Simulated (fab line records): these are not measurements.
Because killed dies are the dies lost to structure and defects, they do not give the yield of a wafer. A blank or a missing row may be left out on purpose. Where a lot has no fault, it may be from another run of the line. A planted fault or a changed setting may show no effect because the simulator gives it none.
fab line records || flow sky130
record {"lots": 6, "wafers": 18, "lastDay": 50}
route steps=708 shown RES_XHIGH@336 SD_N@342 PAD_OPEN@708
lots that met no fault: from a run of the same line without faults
startH: hours from the record's opening day to when the first of the lot's shown wafers began || waitH: hours elapsed since this lot's preceding step || " repeats the value in the row above || L1.1+2: a row that stands for several wafers || - no value present, or no start provided || * or withheld: withheld || < > ~ a bound
route shown NAME@n: names a module that has steps shown in the file, with the first one's number in the route || usual: mean/standard deviation of fault-free wafers || same: alike in all rows || chamber/n: place in a boat || sites: the reading at each site || _std_site: standard deviation across them || _edge_site: inner sites' mean taken away from outer sites' mean || radiusMm: how far each site lies from the wafer's centre || mask NAME#n: copy n || behind: tool/chamber where the wafer was last shaped || hold: why the lot went on hold/how many hours it stayed there/how the hold came to an end || device: transistor that didn't switch, given as n, p or np || end of line: tests of these same wafers at the route's end || where a step has no rows: the recipe by itself || killed: dies that structure and defects cost at the first sort, which is not the same as the wafer's yield || map: shows each die of a wafer: x if killed, . if not, _ if none is there
set.NAME: setting as actually run; set.NAME@STEP: the setting as run at that earlier step || model.NAME: the simulator's own value behind a step, which no gauge read
certain route steps with their lots: each step a table, each wafer a row
services: a tool's chamber out of use, with start hour (startH, from the record's first day; less than 0 if before it), hours out, and reason
## steps
# step SKY_RES_XHIGH_EXPOSE_04
# recipe {"maskId": "URPM", "na": 0.6, "sourceShape": "conventional", "sigmaOuter": 0.6, "polarization": "unpolarized", "targetCdNm": 1270, "doseMj": 140}
# step SKY_RES_XHIGH_PEB_05
# recipe {"tempC": "withheld", "timeS": "*", "resist": "NOVOLAK"}
# step SKY_RES_XHIGH_DEVELOP_06
# recipe {"resist": "NOVOLAK", "developer": "TMAH", "developTimeS": 60, "devTempC": 23}
# step SKY_RES_XHIGH_IMPLANT_07
# recipe {"species": "BF2", "energyKev": 20, "doseCm2": 3.6e+14, "tiltDeg": 0}
# step SKY_RES_XHIGH_STRIP_08
# recipe {"chemistry": "O2/N2", "powerW": 1400, "pressureMtorr": 1500, "platenTempC": "withheld", "o2FlowSccm": 3000, "n2FlowSccm": 300, "overashFraction": 0.5}
# usual {"drypumpMotorCurrentA": "5.7/0.32", "oesProductAu": "0.711/0.0046", "stripTimeToEndpointS": "14.28/0.036"}
{"lot.wafer": "L185.2", "tool": "plasmaAsher-01", "chamber": 0, "startH": 638.48, "waitH": 0.1, "drypumpMotorCurrentA": 5.7, "oesProductAu": 0.710, "rfHoursCounterH": 49, "stripTimeToEndpointS": 14.31}
{"lot.wafer": "L185.4", "tool": "plasmaAsher-01", "chamber": 1, "startH": 638.48, "waitH": 0.1, "drypumpMotorCurrentA": 6.1, "oesProductAu": 0.709, "rfHoursCounterH": "-", "stripTimeToEndpointS": 14.32}
{"lot.wafer": "L185.6", "tool": "plasmaAsher-01", "chamber": 0, "startH": 638.48, "waitH": 0.1, "drypumpMotorCurrentA": 5.7, "oesProductAu": 0.717, "rfHoursCounterH": "-", "stripTimeToEndpointS": 14.38}
{"lot.wafer": "L187.2", "tool": "plasmaAsher-01", "chamber": 1, "startH": 651.22, "waitH": 0.1, "drypumpMotorCurrentA": 6.1, "oesProductAu": 0.711, "rfHoursCounterH": 50, "stripTimeToEndpointS": 14.23}
{"lot.wafer": "L187.5", "tool": "plasmaAsher-01", "chamber": 0, "startH": 651.22, "waitH": 0.1, "drypumpMotorCurrentA": 5.7, "oesProductAu": 0.708, "rfHoursCounterH": "-", "stripTimeToEndpointS": 14.24}
{"lot.wafer": "L187.6", "tool": "plasmaAsher-01", "chamber": 1, "startH": 651.22, "waitH": 0.1, "drypumpMotorCurrentA": 6.1, "oesProductAu": 0.715, "rfHoursCounterH": "-", "stripTimeToEndpointS": 14.24}
{"lot.wafer": "L188.1", "tool": "plasmaAsher-01", "chamber": 1, "startH": 655.59, "waitH": 0.1, "drypumpMotorCurrentA": 6.1, "oesProductAu": 0.715, "rfHoursCounterH": 50, "stripTimeToEndpointS": 14.32}
{"lot.wafer": "L188.2", "tool": "plasmaAsher-01", "chamber": 0, "startH": 655.59, "waitH": 0.1, "drypumpMotorCurrentA": 5.7, "oesProductAu": 0.708, "rfHoursCounterH": 50, "stripTimeToEndpointS": 14.33}
{"lot.wafer": "L188.6", "tool": "plasmaAsher-01", "chamber": 1, "startH": 655.59, "waitH": 0.1, "drypumpMotorCurrentA": 6.1, "oesProductAu": 0.704, "rfHoursCounterH": "-", "stripTimeToEndpointS": 14.33}
{"lot.wafer": "L199.1", "tool": "plasmaAsher-03", "chamber": 0, "startH": 752.28, "waitH": 0.1, "drypumpMotorCurrentA": 5.2, "oesProductAu": 0.706, "rfHoursCounterH": 30, "stripTimeToEndpointS": 14.27}
{"lot.wafer": "L199.5", "tool": "plasmaAsher-03", "chamber": 1, "startH": 752.28, "waitH": 0.1, "drypumpMotorCurrentA": 5.7, "oesProductAu": 0.708, "rfHoursCounterH": "-", "stripTimeToEndpointS": 14.25}
{"lot.wafer": "L199.6", "tool": "plasmaAsher-03", "chamber": 0, "startH": 752.28, "waitH": 0.1, "drypumpMotorCurrentA": 5.2, "oesProductAu": 0.716, "rfHoursCounterH": "-", "stripTimeToEndpointS": 14.28}
{"lot.wafer": "L202.2", "tool": "plasmaAsher-01", "chamber": 1, "startH": 780.49, "waitH": 0.1, "drypumpMotorCurrentA": 6.1, "oesProductAu": 0.720, "rfHoursCounterH": 62, "stripTimeToEndpointS": 14.26}
{"lot.wafer": "L202.3", "tool": "plasmaAsher-01", "chamber": 1, "startH": 780.49, "waitH": 0.1, "drypumpMotorCurrentA": 6.1, "oesProductAu": 0.712, "rfHoursCounterH": "-", "stripTimeToEndpointS": 14.28}
{"lot.wafer": "L202.4", "tool": "plasmaAsher-01", "chamber": 0, "startH": 780.49, "waitH": 0.1, "drypumpMotorCurrentA": 5.7, "oesProductAu": 0.712, "rfHoursCounterH": "-", "stripTimeToEndpointS": 14.24}
{"lot.wafer": "L206.2", "tool": "plasmaAsher-01", "chamber": 1, "startH": 808.79, "waitH": 0.1, "drypumpMotorCurrentA": 6.1, "oesProductAu": 0.713, "rfHoursCounterH": 65, "stripTimeToEndpointS": 14.30}
{"lot.wafer": "L206.4", "tool": "plasmaAsher-01", "chamber": 1, "startH": 808.79, "waitH": 0.1, "drypumpMotorCurrentA": 6.1, "oesProductAu": 0.713, "rfHoursCounterH": "-", "stripTimeToEndpointS": 14.28}
{"lot.wafer": "L206.6", "tool": "plasmaAsher-01", "chamber": 0, "startH": 808.79, "waitH": 0.1, "drypumpMotorCurrentA": 5.7, "oesProductAu": 0.709, "rfHoursCounterH": "-", "stripTimeToEndpointS": 14.26}
# step SKY_RES_XHIGH_TW_MEAS_09
# usual {"RES_XHIGH_TW": "1643/15"}
{"lot.wafer": "L185.2", "tool": "filmMetro-04", "chamber": "-", "startH": 638.59, "waitH": 0.1, "RES_XHIGH_TW": 1613}
{"lot.wafer": "L185.4", "tool": "filmMetro-04", "chamber": "-", "startH": 638.59, "waitH": 0.1, "RES_XHIGH_TW": 1614}
{"lot.wafer": "L185.6", "tool": "filmMetro-04", "chamber": "-", "startH": 638.59, "waitH": 0.1, "RES_XHIGH_TW": 1631}
{"lot.wafer": "L187.2", "tool": "filmMetro-02", "chamber": "-", "startH": 651.33, "waitH": 0.1, "RES_XHIGH_TW": 1647}
{"lot.wafer": "L187.5", "tool": "filmMetro-02", "chamber": "-", "startH": 651.33, "waitH": 0.1, "RES_XHIGH_TW": 1658}
{"lot.wafer": "L187.6", "tool": "filmMetro-02", "chamber": "-", "startH": 651.33, "waitH": 0.1, "RES_XHIGH_TW": 1668}
{"lot.wafer": "L188.1", "tool": "filmMetro-03", "chamber": "-", "startH": 655.69, "waitH": 0.1, "RES_XHIGH_TW": 1646}
{"lot.wafer": "L188.2", "tool": "filmMetro-03", "chamber": "-", "startH": 655.69, "waitH": 0.1, "RES_XHIGH_TW": 1641}
{"lot.wafer": "L188.6", "tool": "filmMetro-03", "chamber": "-", "startH": 655.69, "waitH": 0.1, "RES_XHIGH_TW": 1649}
{"lot.wafer": "L199.1", "tool": "filmMetro-04", "chamber": "-", "startH": 752.38, "waitH": 0.1, "RES_XHIGH_TW": 1617}
{"lot.wafer": "L199.5", "tool": "filmMetro-04", "chamber": "-", "startH": 752.38, "waitH": 0.1, "RES_XHIGH_TW": 1612}
{"lot.wafer": "L199.6", "tool": "filmMetro-04", "chamber": "-", "startH": 752.38, "waitH": 0.1, "RES_XHIGH_TW": 1623}
{"lot.wafer": "L202.2", "tool": "filmMetro-03", "chamber": "-", "startH": 780.60, "waitH": 0.1, "RES_XHIGH_TW": 1653}
{"lot.wafer": "L202.3", "tool": "filmMetro-03", "chamber": "-", "startH": 780.60, "waitH": 0.1, "RES_XHIGH_TW": 1647}
{"lot.wafer": "L202.4", "tool": "filmMetro-03", "chamber": "-", "startH": 780.60, "waitH": 0.1, "RES_XHIGH_TW": 1649}
{"lot.wafer": "L206.2", "tool": "filmMetro-04", "chamber": "-", "startH": 808.90, "waitH": 0.1, "RES_XHIGH_TW": 1608}
{"lot.wafer": "L206.4", "tool": "filmMetro-04", "chamber": "-", "startH": 808.90, "waitH": 0.1, "RES_XHIGH_TW": 1623}
{"lot.wafer": "L206.6", "tool": "filmMetro-04", "chamber": "-", "startH": 808.90, "waitH": 0.1, "RES_XHIGH_TW": 1610}
# step SKY_SD_N_DEHYDRATE_00
# recipe {"tempC": 200, "timeS": 60}
# step SKY_SD_N_HMDS_01
# recipe {"primeTimeS": 60, "primeTempC": 120}
# step SKY_SD_N_COAT_02
# recipe {"resist": "NOVOLAK", "spinRpm": 3000, "resistThkNm": 1140}
# step SKY_SD_N_SOFTBAKE_03
# recipe {"tempC": 90.68, "timeS": 60, "resist": "NOVOLAK"}
# step SKY_SD_N_EXPOSE_04
# recipe {"maskId": "NSDM", "na": 0.6, "sourceShape": "conventional", "sigmaOuter": 0.6, "polarization": "unpolarized", "targetCdNm": 380, "doseMj": 141}
# step SKY_SD_N_PEB_05
# recipe {"tempC": "withheld", "timeS": "*", "resist": "NOVOLAK"}
# step SKY_SD_N_DEVELOP_06
# recipe {"resist": "NOVOLAK", "developer": "TMAH", "developTimeS": 60, "devTempC": 23}
# usual {"developerTempC": "22.99/0.11"}
{"lot.wafer": "L185.2", "tool": "lithoTrack-01", "chamber": 0, "startH": 666.80, "waitH": 0.1, "developerTempC": 23.07}
{"lot.wafer": "L185.4", "tool": "lithoTrack-01", "chamber": 0, "startH": 666.80, "waitH": 0.1, "developerTempC": 22.98}
{"lot.wafer": "L185.6", "tool": "lithoTrack-01", "chamber": 0, "startH": 666.80, "waitH": 0.1, "developerTempC": 22.99}
{"lot.wafer": "L187.2", "tool": "lithoTrack-01", "chamber": 0, "startH": 679.55, "waitH": 0.1, "developerTempC": 23.03}
{"lot.wafer": "L187.5", "tool": "lithoTrack-01", "chamber": 0, "startH": 679.55, "waitH": 0.1, "developerTempC": 23.06}
{"lot.wafer": "L187.6", "tool": "lithoTrack-01", "chamber": 0, "startH": 679.55, "waitH": 0.1, "developerTempC": 22.91}
{"lot.wafer": "L188.1", "tool": "lithoTrack-02", "chamber": 0, "startH": 683.63, "waitH": 0.1, "developerTempC": 23.13}
{"lot.wafer": "L188.2", "tool": "lithoTrack-02", "chamber": 0, "startH": 683.63, "waitH": 0.1, "developerTempC": 23.01}
{"lot.wafer": "L188.6", "tool": "lithoTrack-02", "chamber": 0, "startH": 683.63, "waitH": 0.1, "developerTempC": 23.00}
{"lot.wafer": "L199.1", "tool": "lithoTrack-01", "chamber": 0, "startH": 778.73, "waitH": 0.1, "developerTempC": 20.76}
{"lot.wafer": "L199.5", "tool": "lithoTrack-01", "chamber": 0, "startH": 778.73, "waitH": 0.1, "developerTempC": 20.69}
{"lot.wafer": "L199.6", "tool": "lithoTrack-01", "chamber": 0, "startH": 778.73, "waitH": 0.1, "developerTempC": 20.60}
{"lot.wafer": "L202.2", "tool": "lithoTrack-01", "chamber": 0, "startH": 806.65, "waitH": 0.1, "developerTempC": 20.60}
{"lot.wafer": "L202.3", "tool": "lithoTrack-01", "chamber": 0, "startH": 806.65, "waitH": 0.1, "developerTempC": 20.62}
{"lot.wafer": "L202.4", "tool": "lithoTrack-01", "chamber": 0, "startH": 806.65, "waitH": 0.1, "developerTempC": 20.81}
{"lot.wafer": "L206.2", "tool": "lithoTrack-03", "chamber": 0, "startH": 834.61, "waitH": 0.1, "developerTempC": 23.01}
{"lot.wafer": "L206.4", "tool": "lithoTrack-03", "chamber": 0, "startH": 834.61, "waitH": 0.1, "developerTempC": 23.00}
{"lot.wafer": "L206.6", "tool": "lithoTrack-03", "chamber": 0, "startH": 834.61, "waitH": 0.1, "developerTempC": 23.07}
# step SKY_SD_N_CD_MEAS_07
# recipe {"targetCdNm": 380}
# usual {"cdNm": "380.0/2.8"}
{"lot.wafer": "L185.2", "tool": "cdSem-01", "chamber": "-", "startH": 666.95, "waitH": 0.1, "cdNm": 381.4}
{"lot.wafer": "L185.4", "tool": "cdSem-01", "chamber": "-", "startH": 666.95, "waitH": 0.1, "cdNm": 380.5}
{"lot.wafer": "L185.6", "tool": "cdSem-01", "chamber": "-", "startH": 666.95, "waitH": 0.1, "cdNm": 380.1}
{"lot.wafer": "L187.2", "tool": "cdSem-01", "chamber": "-", "startH": 679.70, "waitH": 0.1, "cdNm": 377.9}
{"lot.wafer": "L187.5", "tool": "cdSem-01", "chamber": "-", "startH": 679.70, "waitH": 0.1, "cdNm": 379.5}
{"lot.wafer": "L187.6", "tool": "cdSem-01", "chamber": "-", "startH": 679.70, "waitH": 0.1, "cdNm": 378.6}
{"lot.wafer": "L188.1", "tool": "cdSem-02", "chamber": "-", "startH": 683.78, "waitH": 0.1, "cdNm": 378.2}
{"lot.wafer": "L188.2", "tool": "cdSem-02", "chamber": "-", "startH": 683.78, "waitH": 0.1, "cdNm": 379.1}
{"lot.wafer": "L188.6", "tool": "cdSem-02", "chamber": "-", "startH": 683.78, "waitH": 0.1, "cdNm": 377.6}
{"lot.wafer": "L199.1", "tool": "cdSem-01", "chamber": "-", "startH": 778.88, "waitH": 0.1, "cdNm": 391.2}
{"lot.wafer": "L199.5", "tool": "cdSem-01", "chamber": "-", "startH": 778.88, "waitH": 0.1, "cdNm": 389.6}
{"lot.wafer": "L199.6", "tool": "cdSem-01", "chamber": "-", "startH": 778.88, "waitH": 0.1, "cdNm": 388.2}
{"lot.wafer": "L202.2", "tool": "cdSem-02", "chamber": "-", "startH": 806.80, "waitH": 0.1, "cdNm": 390.0}
{"lot.wafer": "L202.3", "tool": "cdSem-02", "chamber": "-", "startH": 806.80, "waitH": 0.1, "cdNm": 392.5}
{"lot.wafer": "L202.4", "tool": "cdSem-02", "chamber": "-", "startH": 806.80, "waitH": 0.1, "cdNm": 391.3}
{"lot.wafer": "L206.2", "tool": "cdSem-02", "chamber": "-", "startH": 834.76, "waitH": 0.1, "cdNm": 379.4}
{"lot.wafer": "L206.4", "tool": "cdSem-02", "chamber": "-", "startH": 834.76, "waitH": 0.1, "cdNm": 380.5}
{"lot.wafer": "L206.6", "tool": "cdSem-02", "chamber": "-", "startH": 834.76, "waitH": 0.1, "cdNm": 376.1}
# step SKY_SD_N_OVL_MEAS_08
# usual {"SD_N_OVL": "-0.8/1.8"}
{"lot.wafer": "L185.2", "tool": "overlay-02", "chamber": "-", "startH": 667.06, "waitH": 0.1, "SD_N_OVL[nm]": -3.7}
{"lot.wafer": "L185.4", "tool": "overlay-02", "chamber": "-", "startH": 667.06, "waitH": 0.1, "SD_N_OVL[nm]": -4.0}
{"lot.wafer": "L185.6", "tool": "overlay-02", "chamber": "-", "startH": 667.06, "waitH": 0.1, "SD_N_OVL[nm]": -3.5}
{"lot.wafer": "L187.2", "tool": "overlay-02", "chamber": "-", "startH": 679.81, "waitH": 0.1, "SD_N_OVL[nm]": -1.3}
{"lot.wafer": "L187.5", "tool": "overlay-02", "chamber": "-", "startH": 679.81, "waitH": 0.1, "SD_N_OVL[nm]": -2.1}
{"lot.wafer": "L187.6", "tool": "overlay-02", "chamber": "-", "startH": 679.81, "waitH": 0.1, "SD_N_OVL[nm]": -3.4}
{"lot.wafer": "L188.1", "tool": "overlay-01", "chamber": "-", "startH": 683.90, "waitH": 0.1, "SD_N_OVL[nm]": 2.9}
{"lot.wafer": "L188.2", "tool": "overlay-01", "chamber": "-", "startH": 683.90, "waitH": 0.1, "SD_N_OVL[nm]": 4.0}
{"lot.wafer": "L188.6", "tool": "overlay-01", "chamber": "-", "startH": 683.90, "waitH": 0.1, "SD_N_OVL[nm]": 1.1}
{"lot.wafer": "L199.1", "tool": "overlay-01", "chamber": "-", "startH": 779.00, "waitH": 0.1, "SD_N_OVL[nm]": -0.3}
{"lot.wafer": "L199.5", "tool": "overlay-01", "chamber": "-", "startH": 779.00, "waitH": 0.1, "SD_N_OVL[nm]": -0.2}
{"lot.wafer": "L199.6", "tool": "overlay-01", "chamber": "-", "startH": 779.00, "waitH": 0.1, "SD_N_OVL[nm]": 2.0}
{"lot.wafer": "L202.2", "tool": "overlay-02", "chamber": "-", "startH": 806.91, "waitH": 0.1, "SD_N_OVL[nm]": -1.0}
{"lot.wafer": "L202.3", "tool": "overlay-02", "chamber": "-", "startH": 806.91, "waitH": 0.1, "SD_N_OVL[nm]": -1.0}
{"lot.wafer": "L202.4", "tool": "overlay-02", "chamber": "-", "startH": 806.91, "waitH": 0.1, "SD_N_OVL[nm]": -0.5}
{"lot.wafer": "L206.2", "tool": "overlay-01", "chamber": "-", "startH": 834.86, "waitH": 0.1, "SD_N_OVL[nm]": -0.8}
{"lot.wafer": "L206.4", "tool": "overlay-01", "chamber": "-", "startH": 834.86, "waitH": 0.1, "SD_N_OVL[nm]": 0.2}
{"lot.wafer": "L206.6", "tool": "overlay-01", "chamber": "-", "startH": 834.86, "waitH": 0.1, "SD_N_OVL[nm]": -1.3}
# step SKY_PAD_OPEN_PROBE_99
# usual {"killed_at_M0_to_M3": "43/6.3", "killed_at_M4_up": "3.3/1.7", "killedAtContacts": "24/5.4", "killedAtFrontEnd": "16/4.6", "killedAtOther": "0.4/0.7", "killedDies": "87/9.4", "killedOpen": "47/6.9", "killedShort": "39/6.1"}
# same {"grossDies": 492, "killedAtBackSide": 0}
{"lot.wafer": "L187.2", "tool": "prober-01", "chamber": "-", "startH": 1102.84, "waitH": 0.1, "killed_at_M0_to_M3": 44, "killed_at_M4_up": 2, "killedAtContacts": 28, "killedAtFrontEnd": 21, "killedAtOther": 0, "killedDies": 95, "killedOpen": 63, "killedShort": 32}
{"lot.wafer": "L187.5", "tool": "prober-01", "chamber": "-", "startH": 1102.99, "waitH": 0.2, "killed_at_M0_to_M3": 37, "killed_at_M4_up": 2, "killedAtContacts": 31, "killedAtFrontEnd": 18, "killedAtOther": 0, "killedDies": 88, "killedOpen": 45, "killedShort": 43}
{"lot.wafer": "L187.6", "tool": "prober-01", "chamber": "-", "startH": 1103.04, "waitH": 0.2, "killed_at_M0_to_M3": 42, "killed_at_M4_up": 4, "killedAtContacts": 27, "killedAtFrontEnd": 20, "killedAtOther": 2, "killedDies": 95, "killedOpen": 49, "killedShort": 46}
# killed by level:class
L187.2 VIA1:geometricParticle:open=15 LI_CONTACT:geometricParticle:open=13 FIELD_ISO:geometricParticle:open=10 VIA1:geometricParticle:short=6 CONTACT:geometricParticle:open=6 VIA2:geometricParticle:open=6 FIELD_ISO:geometricParticle:short=5 VIA3:geometricParticle:open=5
L187.5 CONTACT:geometricParticle:open=14 METAL1:geometricParticle:short=9 LI_CONTACT:geometricParticle:open=6 LOCAL_INTERCONNECT:geometricParticle:short=5 SPACER:geometricParticle:open=4 METAL3:geometricParticle:short=4 VIA1:geometricParticle:open=4 METAL3:geometricParticle:open=4
L187.6 VIA1:geometricParticle:open=10 CONTACT:geometricParticle:open=9 CONTACT:geometricParticle:short=8 VIA2:geometricParticle:open=6 FIELD_ISO:geometricParticle:short=5 POLY_GATE:geometricParticle:open=5 POLY_GATE:geometricParticle:short=5 VIA3:geometricParticle:open=5
## services
{"tool": "plasmaAsher-01", "chamber": "-", "startH": 741.95, "hours": 15.6, "kind": "pm"}
{"tool": "plasmaAsher-03", "chamber": "-", "startH": 744.24, "hours": 3.9, "kind": "repair"}
{"tool": "plasmaAsher-03", "chamber": "-", "startH": 749.64, "hours": 1.1, "kind": "repair"}
{"tool": "plasmaAsher-03", "chamber": "-", "startH": 767.87, "hours": 2.1, "kind": "repair"}
{"tool": "plasmaAsher-03", "chamber": "-", "startH": 786.20, "hours": 2.8, "kind": "pm"}
{"tool": "plasmaAsher-03", "chamber": "-", "startH": 814.89, "hours": 5.7, "kind": "repair"}
{"tool": "plasmaAsher-01", "chamber": "-", "startH": 818.23, "hours": 2.8, "kind": "pm"}
## key
firstSign {"step": "SKY_SD_N_DEVELOP_06", "reading": "developerTempC", "direction": "down", "sigmas": 22, "usual": "*", "struck": "*"}
effect {"step": "SKY_SD_N_CD_MEAS_07", "reading": "cdNm", "direction": "up", "sigmas": 3.7, "usual": 380.0, "struck": 390.5}
metAt SKY_SD_N_DEVELOP_06
struckWafers L199.1,L199.5,L199.6,L202.2,L202.3,L202.4
testerLeftOut L199,L202
onsetBetween 679.55 778.73
fault {"kind": "processParameterDrift", "tool": "lithoTrack-01", "chamber": "-", "onsetH": 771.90, "steps": "SKY_SD_N_DEVELOP_06", "channel": "devTempC", "offset": "*", "shape": "step", "endH": 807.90, "actsIn": "*", "stated": "*"}
# testerLeftOut: of these lots the tester's yield and bins aren't shown, on N5 and GAA mostly nor the transistor test; their killed dies are dies lost to structure and defects alone, not to doping, threshold or leakage, so they don't give the yield
